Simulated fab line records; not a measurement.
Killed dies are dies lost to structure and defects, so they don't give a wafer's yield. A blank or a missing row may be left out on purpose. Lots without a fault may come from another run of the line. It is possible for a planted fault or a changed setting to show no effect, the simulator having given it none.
A lot that was struck, set against a sound lot / flow sky130 / 28 steps out of a route of 708
Sound: the wafers L939.2, L939.3, L939.6. The struck wafers were L945.3, L945.4, L945.5. Last of all comes the cause.
For every step that has rows: the tool of each side, followed by ch and its chambers, followed by its first start. Under that, the readings that differ: sound wafers / struck wafers / difference of the means / sigmas: that difference in standard deviations of wafers without a fault.
alike: readings whose means differ by less than 2 such deviations, and words and numbers that are the same on both sides. not compared: withheld readings, readings that some wafer has no value for, bounds like >300 that may hide the same value, and numbers for which the record gives no deviation and whose values overlap.
Wherever a step has rows on one side only, a row that says differs or no value, or a row with sigmas, the two part there. When numbers do not overlap yet have no deviation, they are printed without sigmas and do not part them. Lack of a reading on every wafer of one side parts them only where that side has two or more wafers.

first, 1 step without rows for these wafers: SKY_VT_ADJUST_LVTN_IMPLANT_08.
SKY_VT_ADJUST_LVTN_STRIP_09: strips in O2/N2.
  sound on plasma_asher-02 ch 1, day 7 16:31; struck on plasma_asher-02 ch 0,1, day 9 08:42
  alike: drypump_motor_current_A, oes_product_au, strip_time_to_endpoint_s
  not compared: rf_hours_counter_h
SKY_VT_ADJUST_LVTN_TW_MEAS_10:
  sound on film_metro-01 at day 7 16:38; struck on film_metro-03 at day 9 08:47
reading=VT_ADJUST_LVTN_TW; sound=245.4 245.0 246.3; struck=237.9 239.1 237.7; difference=-7.3; sigmas=-3
then, 7 steps without rows for these wafers: SKY_VT_ADJUST_LVTN_DEHYDRATE_11 (time 60 s); SKY_VT_ADJUST_LVTN_HMDS_12 (prime time 60 s); SKY_VT_ADJUST_LVTN_COAT_13 (resist thk 1140 nm); SKY_VT_ADJUST_LVTN_SOFTBAKE_14 (time 60 s); SKY_VT_ADJUST_LVTN_EXPOSE_15 (exposes mask HVN STD DERIVED, target cd 600 nm); SKY_VT_ADJUST_LVTN_PEB_16; SKY_VT_ADJUST_LVTN_DEVELOP_17 (develop time 60 s).
SKY_VT_ADJUST_LVTN_OVL_MEAS_18:
  sound on overlay-01 at day 8 12:59; struck on overlay-02 at day 10 07:11
  alike: VT_ADJUST_LVTN_01_OVL
then, 1 step without rows for these wafers: SKY_VT_ADJUST_LVTN_IMPLANT_19.
SKY_VT_ADJUST_LVTN_STRIP_20: strips in O2/N2.
  sound on plasma_asher-01 ch 0,1, day 8 13:10; struck on plasma_asher-01 ch 0,1, day 10 07:24
reading=oes_product_au (a.u.); sound=0.716 0.711 0.711; struck=0.936 0.921 0.921; difference=+0.213; sigmas=+48
reading=strip_time_to_endpoint_s (s); sound=14.20 14.19 14.20; struck=- - -; difference=no value on the struck wafers; sigmas=
reading=model.NOVOLAK_of_VT_ADJUST_LVTN_COAT_13.thk_nm (nm); sound=0 0 0; struck=517 515.9 517.4; difference=+517; sigmas=
  alike: drypump_motor_current_A
  not compared: rf_hours_counter_h
SKY_VT_ADJUST_LVTN_TW_MEAS_21:
  sound on film_metro-02 at day 8 13:17; struck on film_metro-02 at day 10 07:29
  alike: VT_ADJUST_LVTN_2_TW
then, 7 steps without rows for these wafers: SKY_VT_ADJUST_NCORE_DEHYDRATE_00 (time 60 s); SKY_VT_ADJUST_NCORE_HMDS_01 (prime time 60 s); SKY_VT_ADJUST_NCORE_COAT_02 (resist thk 1121 nm); SKY_VT_ADJUST_NCORE_SOFTBAKE_03 (time 60 s); SKY_VT_ADJUST_NCORE_EXPOSE_04 (exposes mask LVTN COMPLEMENT THIN, target cd 380 nm); SKY_VT_ADJUST_NCORE_PEB_05; SKY_VT_ADJUST_NCORE_DEVELOP_06 (develop time 60 s).
SKY_VT_ADJUST_NCORE_CD_MEAS_07 targets a cd of 380 nm.
  sound on cd_sem-01 at day 9 10:42; struck on cd_sem-01 at day 11 06:26
  alike: cd_nm
SKY_VT_ADJUST_NCORE_OVL_MEAS_08:
  sound on overlay-02 at day 9 10:49; struck on overlay-02 at day 11 06:31
  alike: VT_ADJUST_NCORE_OVL
then, 1 step without rows for these wafers: SKY_VT_ADJUST_NCORE_IMPLANT_09.
SKY_VT_ADJUST_NCORE_STRIP_10: strips in O2/N2.
  sound on plasma_asher-02 ch 0,1, day 9 10:59; struck on plasma_asher-02 ch 0,1, day 11 06:44
reading=strip_time_to_endpoint_s (s); sound=13.89 13.89 13.93; struck=21.75 21.73 21.71; difference=+7.83; sigmas=+99 or more
  alike: drypump_motor_current_A, oes_product_au
  not compared: rf_hours_counter_h
SKY_VT_ADJUST_NCORE_TW_MEAS_11:
  sound on film_metro-03 at day 9 11:06; struck on film_metro-04 at day 11 06:49
reading=VT_ADJUST_NCORE_TW; sound=215.7 215.4 215.7; struck=30.1 30.1 30.3; difference=-185.4; sigmas=-69
then, 1 step without rows for these wafers: SKY_VT_ADJUST_HVTR_DEHYDRATE_00 (time 60 s).
-- the record jumps here: 37 days lie between the struck wafers' starts before and after (it left off in module VT_ADJUST_HVTR and takes up again in module PAD_OPEN, whose first step shown is number 708 of the route) --
SKY_PAD_OPEN_PROBE_99:
  sound on prober-02 at day 46 09:00; struck on prober-02 at day 47 23:23
reading=model.etest.nfet_16v.r_on_ohm_um; sound=1.429e+04 1.43e+04 1.419e+04; struck=1.235e+04 1.232e+04 1.231e+04; difference=-1.933e+03; sigmas=
reading=model.etest.pfet_16v.r_on_ohm_um; sound=1.555e+04 1.503e+04 1.538e+04; struck=1.717e+04 1.731e+04 1.7e+04; difference=+1.840e+03; sigmas=
reading=model.etest.pfet_g5v0d10v5.r_on_ohm_um; sound=4764 4772 4671; struck=6037 6033 6043; difference=+1302; sigmas=
reading=model.etest.tip_p.rs_ohm_sq; sound=7004 7035 6940; struck=7487 7450 7426; difference=+461; sigmas=
reading=model.etest.pfet_01v8.r_on_ohm_um; sound=2931 3023 2947; struck=3488 3493 3415; difference=+498; sigmas=
reading=model.etest.tip_p_5v.rs_ohm_sq; sound=2832 2854 2842; struck=3091 3098 3080; difference=+247; sigmas=
reading=model.etest.pfet_g5v0d10v5.drive_ua_um; sound=342.4 341.9 346.7; struck=250.3 245.9 247.3; difference=-95.8; sigmas=
reading=model.etest.sram_nfet_pass.drive_ua_um; sound=475.6 458.4 461.9; struck=532.3 543.4 540.6; difference=+73.5; sigmas=

## WHERE THEY PART
Earliest at SKY_VT_ADJUST_LVTN_TW_MEAS_10; latest, in this record, at SKY_VT_ADJUST_NCORE_TW_MEAS_11.

WHY: what had been put in by the simulator
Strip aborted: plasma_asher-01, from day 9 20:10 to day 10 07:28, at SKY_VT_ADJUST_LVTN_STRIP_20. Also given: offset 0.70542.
